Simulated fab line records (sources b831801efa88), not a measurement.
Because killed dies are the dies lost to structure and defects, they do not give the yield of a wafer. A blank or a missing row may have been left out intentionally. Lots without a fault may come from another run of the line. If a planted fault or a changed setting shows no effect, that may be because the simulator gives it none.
What tool caused it? + flow gf180mcu + 39 wafers from 13 lots sampled at 4 of the route's 602 steps

## WHAT THE GAUGES SHOWED, per wafer
GF_POLY_GATE_THK_MEAS_17.
| lot  | measured     | on            | POLY_GATE_OXIDATION_THK (nm) |
|------|--------------|---------------|------------------------------|
| L781 | day 9 16:06  | film_metro-02 | 3.99 4.01 4.05               |
| L782 | day 10 00:26 | film_metro-02 | 3.83 3.93 3.92               |
| L783 | day 10 06:59 | film_metro-04 | 3.91 3.94 3.98               |
| L784 | day 10 17:15 | film_metro-03 | 4.00 3.89 3.97               |
| L786 | day 11 02:46 | film_metro-03 | 4.03 4.03 4.08               |
| L787 | day 11 07:04 | film_metro-02 | 4.02 4.05 3.97               |
| L788 | day 11 11:17 | film_metro-03 | 3.95 4.03 3.95               |
| L789 | day 11 20:33 | film_metro-02 | 4.04 3.98 4.00               |
| L790 | day 12 06:59 | film_metro-02 | 4.00 4.05 4.16               |
| L791 | day 12 14:30 | film_metro-02 | 4.12 4.17 4.12               |
| L800 | day 15 07:58 | film_metro-04 | 3.97 3.89 4.00               |
| L801 | day 15 10:14 | film_metro-03 | 4.04 3.87 3.95               |
| L803 | day 16 10:54 | film_metro-02 | 4.07 4.16 4.00               |

GF_HV_LDD_CD_MEAS_46: target cd 400 nm.
| lot  | measured     | on        | cd_nm (nm)        |
|------|--------------|-----------|-------------------|
| L781 | day 12 19:14 | cd_sem-02 | 398.7 399.2 398.6 |
| L782 | day 13 05:41 | cd_sem-01 | 397.3 397.1 397.2 |
| L783 | day 13 13:33 | cd_sem-01 | 396.9 399.2 399.2 |
| L784 | day 14 01:25 | cd_sem-02 | 399.2 399.5 399.3 |
| L786 | day 14 13:06 | cd_sem-01 | 402.1 403.9 402.1 |
| L787 | day 14 15:54 | cd_sem-01 | 394.1 393.4 393.3 |
| L788 | day 14 19:57 | cd_sem-02 | 403.0 401.4 402.8 |
| L789 | day 15 06:01 | cd_sem-01 | 400.1 402.0 399.0 |
| L790 | day 15 18:35 | cd_sem-02 | 400.5 398.5 396.2 |
| L791 | day 16 02:41 | cd_sem-01 | 404.1 405.1 405.8 |
| L800 | day 19 04:19 | cd_sem-02 | 399.8 398.7 400.1 |
| L801 | day 19 07:33 | cd_sem-01 | 398.6 395.7 397.7 |
| L803 | day 20 10:42 | cd_sem-02 | 401.3 401.8 401.5 |

## WHICH TOOL RAN EACH LOT (tool, then ch and the chambers of the sampled wafers, then the start)
| lot  | GF_POLY_GATE_ETCH_12               | GF_HV_LDD_STRIP_22                   |
|------|------------------------------------|--------------------------------------|
| L781 | rie_diel-04 ch 0,1,2, day 9 14:35  | plasma_asher-04 ch 0,1, day 11 04:22 |
| L782 | rie_diel-04 ch 0,2,3, day 9 22:56  | plasma_asher-02 ch 0,1, day 11 13:32 |
| L783 | rie_diel-04 ch 0,1,2, day 10 05:26 | plasma_asher-02 ch 0,1, day 11 21:11 |
| L784 | rie_diel-03 ch 1,3, day 10 15:44   | plasma_asher-03 ch 0, day 12 08:04   |
| L786 | rie_diel-03 ch 1,2,3, day 11 00:50 | plasma_asher-03 ch 0,1, day 12 19:07 |
| L787 | rie_diel-03 ch 1,2,3, day 11 05:34 | plasma_asher-03 ch 0,1, day 12 22:40 |
| L788 | rie_diel-03 ch 1,2,3, day 11 09:47 | plasma_asher-03 ch 0,1, day 13 01:50 |
| L789 | rie_diel-02 ch 0,2, day 11 19:02   | plasma_asher-03 ch 1, day 13 12:05   |
| L790 | rie_diel-04 ch 1,3, day 12 05:28   | plasma_asher-03 ch 0,1, day 13 23:16 |
| L791 | rie_diel-02 ch 0,1,2, day 12 12:58 | plasma_asher-02 ch 0,1, day 14 07:10 |
| L800 | rie_diel-04 ch 1,2,3, day 15 04:56 | plasma_asher-02 ch 0,1, day 17 04:43 |
| L801 | rie_diel-03 ch 0,2,3, day 15 08:44 | plasma_asher-02 ch 0,1, day 17 07:43 |
| L803 | rie_diel-04 ch 0,1,3, day 16 08:13 | plasma_asher-02 ch 0,1, day 18 09:35 |
- GF_POLY_GATE_ETCH_12: etches BARC in N2/H2.
- GF_HV_LDD_STRIP_22: strips in O2/N2.

## AS READ BY THE TOOLS THEMSELVES (means over the sampled wafers that have a number; for cases with no such wafer, the mark the record gives instead)
GF_POLY_GATE_ETCH_12.
| lot  | tool        | drypump_motor_current_A (A) | n2_flow_sccm (sccm) | oes_product_au (a.u.) | throttle_valve_pct (%) |
|------|-------------|-----------------------------|---------------------|-----------------------|------------------------|
| L781 | rie_diel-04 | 5.3                         | 100.1               | 0.735                 | 13.213                 |
| L782 | rie_diel-04 | 5.1                         | 99.8                | 0.734                 | 13.215                 |
| L783 | rie_diel-04 | 5.3                         | 99.8                | 0.735                 | 13.218                 |
| L784 | rie_diel-03 | 6.4                         | 99.9                | 0.731                 | 13.209                 |
| L786 | rie_diel-03 | 6.4                         | 99.8                | 0.732                 | 13.210                 |
| L787 | rie_diel-03 | 6.4                         | 100.2               | 0.737                 | 13.220                 |
| L788 | rie_diel-03 | 6.4                         | 100.1               | 0.734                 | 13.216                 |
| L789 | rie_diel-02 | 5.4                         | 99.9                | 0.733                 | 13.211                 |
| L790 | rie_diel-04 | 5.0                         | 99.9                | 0.739                 | 13.206                 |
| L791 | rie_diel-02 | 5.7                         | 100.1               | 0.737                 | 13.217                 |
| L800 | rie_diel-04 | 5.1                         | 100.1               | 0.737                 | 13.219                 |
| L801 | rie_diel-03 | 6.1                         | 99.9                | 0.737                 | 13.209                 |
| L803 | rie_diel-04 | 5.2                         | 100.1               | 0.735                 | 13.217                 |

GF_HV_LDD_STRIP_22.
| lot  | tool            | drypump_motor_current_A (A) | heater_power_w (W) | n2_flow_sccm (sccm) | oes_product_au (a.u.) | platen_temp_c (C) | strip_time_to_endpoint_s (s) |
|------|-----------------|-----------------------------|--------------------|---------------------|-----------------------|-------------------|------------------------------|
| L781 | plasma_asher-04 | 5.6                         | 332                | 299.9               | 0.718                 | 249.94            | 12.631                       |
| L782 | plasma_asher-02 | 6.3                         | 301                | 299.1               | 0.715                 | 249.83            | 12.670                       |
| L783 | plasma_asher-02 | 6.3                         | 283                | 299.9               | 0.719                 | 249.87            | 12.627                       |
| L784 | plasma_asher-03 | 5.1                         | 302                | 300.7               | 0.718                 | 250.02            | 12.655                       |
| L786 | plasma_asher-03 | 5.9                         | 315                | 300.1               | 0.721                 | 250.08            | 12.640                       |
| L787 | plasma_asher-03 | 5.5                         | 307                | 299.0               | 0.712                 | 249.85            | 12.617                       |
| L788 | plasma_asher-03 | 5.9                         | 314                | 300.0               | 0.717                 | 250.06            | 12.631                       |
| L789 | plasma_asher-03 | 6.3                         | 345                | 299.9               | 0.752                 | 258.73            | 10.650                       |
| L790 | plasma_asher-03 | 5.5                         | 341                | 299.8               | 0.755                 | 258.86            | 10.715                       |
| L791 | plasma_asher-02 | 6.3                         | 299                | 300.5               | 0.716                 | 250.08            | 12.627                       |
| L800 | plasma_asher-02 | 6.3                         | 287                | 299.2               | 0.718                 | 249.85            | 12.646                       |
| L801 | plasma_asher-02 | 6.3                         | 299                | 300.2               | 0.719                 | 249.97            | 12.623                       |
| L803 | plasma_asher-02 | 6.3                         | 301                | 299.5               | 0.716                 | 250.19            | 12.585                       |

## THE ANSWER, worked out from the rows above alone
Rule: what is usual is taken from the lots themselves. Put in order of their means at a reading, lots are off if they are a third of the lots or fewer, leave a main group of 4 or more, and stand apart from it by a gap of 3 or more times the standard deviation of the main group's means; of several such gaps the widest counts. If all means in a main group match to the digits the tables above print for the reading, that group is not used. Also off: a lot with no number at a reading for which 4 or more lots have one. The other lots that the step has rows for count as sound. First the gauges in route order, then the tools' own readings, where a lot's mean is used as printed above. The first step at which some lot is off is used, and at that step the reading that is off furthest; a lot without a number counts as furthest.
Off at GF_HV_LDD_STRIP_22 (strip_time_to_endpoint_s): L789, L790. Main group: mean 12.632 s, sd 0.021.
If a tool, at that step or one of the process steps before it, ran each lot that is off and ran no sound lot following the first of them, it fits. One candidate fits, namely plasma_asher-03 at GF_HV_LDD_STRIP_22. A fault onset in the window from L788 (day 13 01:50, its last sound lot) to L789 (day 13 12:05, its first lot off) fits.
The tool's own readings at GF_HV_LDD_STRIP_22 bear it out: on the lots that are off they differ by more than 5 times the standard deviation of the sound lots' means. oes_product_au reads 0.754 a.u. there against 0.717 a.u. on the sound lots; platen_temp_c reads 258.80 C there against 249.98 C on the sound lots; strip_time_to_endpoint_s reads 10.683 s there against 12.632 s on the sound lots.

## WHAT THE SIMULATOR HAD PUT IN
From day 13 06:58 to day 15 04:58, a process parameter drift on plasma_asher-03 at GF_HV_LDD_STRIP_22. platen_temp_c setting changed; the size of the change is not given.
Struck lots among those shown: L789, L790. Same finding as the rule above.
